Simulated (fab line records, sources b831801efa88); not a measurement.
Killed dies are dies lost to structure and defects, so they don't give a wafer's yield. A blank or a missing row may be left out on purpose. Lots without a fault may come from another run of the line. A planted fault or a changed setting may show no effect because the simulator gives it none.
A struck lot beside a sound one | flow sky130 | 17 steps out of a route of 708
Sound: wafers L234.3, L234.5, L234.6. Struck: wafers L241.3, L241.5, L241.6. The cause comes at the end.
At each step with rows: each side's tool, then ch and its chambers, then its first start. Under that, the readings that differ: sound wafers | struck wafers | difference of the means | sigmas: that difference in standard deviations of wafers without a fault.
alike: readings whose means differ by less than 2 such deviations, and words and numbers that are the same on both sides. not compared: withheld readings, readings that some wafer has no value for, bounds like >300 that may hide the same value, and numbers for which the record gives no deviation and whose values overlap.
The two part at a step that has a row with sigmas, a row that says differs or no value, or rows on one side only. Numbers that don't overlap but have no deviation are shown without sigmas and don't part them. A reading that every wafer of one side lacks parts them only if that side has two wafers or more.

first, 4 steps without rows for these wafers: SKY_LDD_LDN_SOFTBAKE_03 (time 60 s); SKY_LDD_LDN_EXPOSE_04 (exposes mask LDNTM, target cd 700 nm); SKY_LDD_LDN_PEB_05; SKY_LDD_LDN_DEVELOP_06 (develop time 60 s).
SKY_LDD_LDN_OVL_MEAS_07:
  sound on overlay-01, day 23 16:36; struck on overlay-02, day 26 19:24
  alike: LDD_LDN_OVL
then, 4 steps without rows for these wafers: SKY_LDD_LDN_IMPLANT_08; SKY_LDD_LDN_IMPLANT_09; SKY_LDD_LDN_IMPLANT_10; SKY_LDD_LDN_IMPLANT_11.
SKY_LDD_LDN_STRIP_12: strips in O2/N2.
  sound on plasma_asher-04 ch 0,1, day 23 17:15; struck on plasma_asher-04 ch 0,1, day 26 20:03
  reading                      | sound             | struck            | difference | sigmas
  strip_time_to_endpoint_s (s) | 14.29 14.27 14.29 | 14.15 14.13 14.17 | -0.13      | -3
  alike: drypump_motor_current_A, oes_product_au
  not compared: rf_hours_counter_h
SKY_LDD_LDN_TW_MEAS_13:
  sound on film_metro-03, day 23 17:20; struck on film_metro-02, day 26 20:08
  alike: LDD_LDN_TW
then, 1 step without rows for these wafers: SKY_LDD_LDN_CLEAN_14 (cleans in SC1/SC2, time 150 s).
SKY_SPACER_CVD_00: deposits Si3N4 from DCS/NH3, target thk 43.1 nm, time 740 s.
  sound on lpcvd-02 ch 0, day 23 17:26; struck on lpcvd-02 ch 1, day 26 20:14
  alike: pressure_mtorr
SKY_SPACER_THK_MEAS_01:
  sound on film_metro-01, day 23 19:16; struck on film_metro-04, day 26 21:28
  reading                | sound          | struck         | difference | sigmas
  SPACER_CVD_00_THK (nm) | 43.2 43.5 43.0 | 41.4 41.7 41.6 | -1.7       | -4
SKY_SPACER_ETCHBACK_02: etches Si3N4 in CH3F/O2, stops on SiO2, time 46.7 s, target depth 45 nm.
  sound on rie_diel-03 ch 2,3, day 23 19:18; struck on rie_diel-02 ch 2,3, day 26 21:30
  reading               | sound             | struck            | difference | sigmas
  oes_product_au (a.u.) | 0.855 0.866 0.853 | 0.839 0.846 0.840 | -0.016     | -2
  alike: drypump_motor_current_A, rf_fwd_power_W, throttle_valve_pct
  not compared: rf_hours_counter_h
then, 1 step without rows for these wafers: SKY_POLY_CUT_DEHYDRATE_00 (time 60 s).
-- the record jumps here: 22 days lie between the struck wafers' starts before and after (it left off in module POLY_CUT and takes up again in module PAD_OPEN, whose first step shown is number 708 of the route) --
SKY_PAD_OPEN_PROBE_99:
  sound on prober-01, day 46 08:05; struck on prober-02, day 48 11:36
  reading                                           | sound                   | struck               | difference | sigmas
  model.etest.pfet_01v8.drive_ua_um_rim_less_centre | 6.448 4.618 4.656       | 7.052 9 11.35        | +3.893     |
  model.etest.pfet_01v8.drive_ua_um_range           | 7.558 5.927 9.759       | 13.63 16.52 17.15    | +8.02      |
  model.etest.pfet_01v8.vt_v_rim_less_centre        | 0.01398 0.01353 0.01855 | 0.0206 0.0191 0.0247 | +0.0061    |
  alike: killed_at_M0_to_M3, killed_at_M4_up, killed_at_contacts, killed_at_front_end, killed_at_other, killed_dies, killed_on_rim, killed_open, killed_short
  not compared: model.etest.nfet_01v8.drive_ua_um_rim_less_centre, model.etest.nfet_01v8.drive_ua_um_range, model.etest.pfet_01v8.vt_v_range

WHERE THEY PART
First at SKY_LDD_LDN_STRIP_12; last, within this record, at SKY_SPACER_ETCHBACK_02. Later steps at which nothing parts them and some readings are alike: SKY_PAD_OPEN_PROBE_99.

WHY: what the simulator had put in
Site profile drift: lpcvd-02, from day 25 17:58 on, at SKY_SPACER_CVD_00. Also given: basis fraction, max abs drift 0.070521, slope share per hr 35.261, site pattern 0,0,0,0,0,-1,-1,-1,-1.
